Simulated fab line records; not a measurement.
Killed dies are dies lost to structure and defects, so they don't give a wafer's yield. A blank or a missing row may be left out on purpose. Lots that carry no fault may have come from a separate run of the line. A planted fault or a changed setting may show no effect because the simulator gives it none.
The tool behind it: which one?    flow sky130    Sampling: 6 lots, 18 wafers, 4 of 708 route steps

== WHAT EACH GAUGE READ, for each wafer ==
SKY_CONTACT_THK_MEAS_01.
lot   measured      on            CONTACT_CVD_00_THK (nm)
L453  day 30 18:25  filmMetro-04  75.8 76.1 76.6
L455  day 31 15:31  filmMetro-03  75.7 76.9 77.3
L458  day 32 08:33  filmMetro-03  75.3 74.0 76.1
L466  day 35 03:48  filmMetro-03  73.1 74.8 74.8
L470  day 36 13:10  filmMetro-02  75.3 74.7 75.8
L475  day 38 07:09  filmMetro-02  75.2 76.4 75.5

== WHAT TOOL EACH LOT RAN ON (gives the tool, then ch and the chambers of the sampled wafers, and finally the start) ==
lot   SKY_POLY_CUT_COAT_03              SKY_POLY_CUT_STRIP_12                SKY_SD_N_STRIP_11
L453  lithoTrack-02 ch 0, day 23 22:00  plasmaAsher-04 ch 0,1, day 24 13:25  plasmaAsher-04 ch 0,1, day 28 05:29
L455  lithoTrack-02 ch 0, day 24 22:00  plasmaAsher-04 ch 0,1, day 25 13:42  plasmaAsher-04 ch 0,1, day 29 03:20
L458  lithoTrack-02 ch 0, day 25 17:00  plasmaAsher-04 ch 1, day 26 07:38    plasmaAsher-02 ch 0, day 29 22:14
L466  lithoTrack-03 ch 0, day 28 16:00  plasmaAsher-04 ch 0,1, day 29 06:44  plasmaAsher-03 ch 0,1, day 32 18:41
L470  lithoTrack-02 ch 0, day 30 02:00  plasmaAsher-01 ch 0,1, day 30 16:30  plasmaAsher-03 ch 0,1, day 34 03:41
L475  lithoTrack-03 ch 0, day 32 01:00  plasmaAsher-01 ch 0,1, day 32 14:15  plasmaAsher-03 ch 0,1, day 35 23:43
- SKY_POLY_CUT_COAT_03: resist thk 450 nm.
- SKY_POLY_CUT_STRIP_12: strips in O2/N2.
- SKY_SD_N_STRIP_11: strips in O2/N2.

== THE ANSWER, worked out from the rows above alone ==
Rule: the lots themselves supply what counts as usual. The widest of any qualifying gaps counts: lots, ordered by their means at a reading, are off when they make up no more than a third of the lots, leave a main group of 4 or more, and stand apart from it by 3 or more times the standard deviation of that group's means. A main group is skipped when, at the precision printed for the reading in the tables above, its means are all equal. A lot without any number at a reading at which 4 lots or more have one is off too. Any other lot the step has rows for is counted as sound.
Nothing can be told from this: no lot is off at any reading shown.

== WHAT THE SIMULATOR HAD INSERTED ==
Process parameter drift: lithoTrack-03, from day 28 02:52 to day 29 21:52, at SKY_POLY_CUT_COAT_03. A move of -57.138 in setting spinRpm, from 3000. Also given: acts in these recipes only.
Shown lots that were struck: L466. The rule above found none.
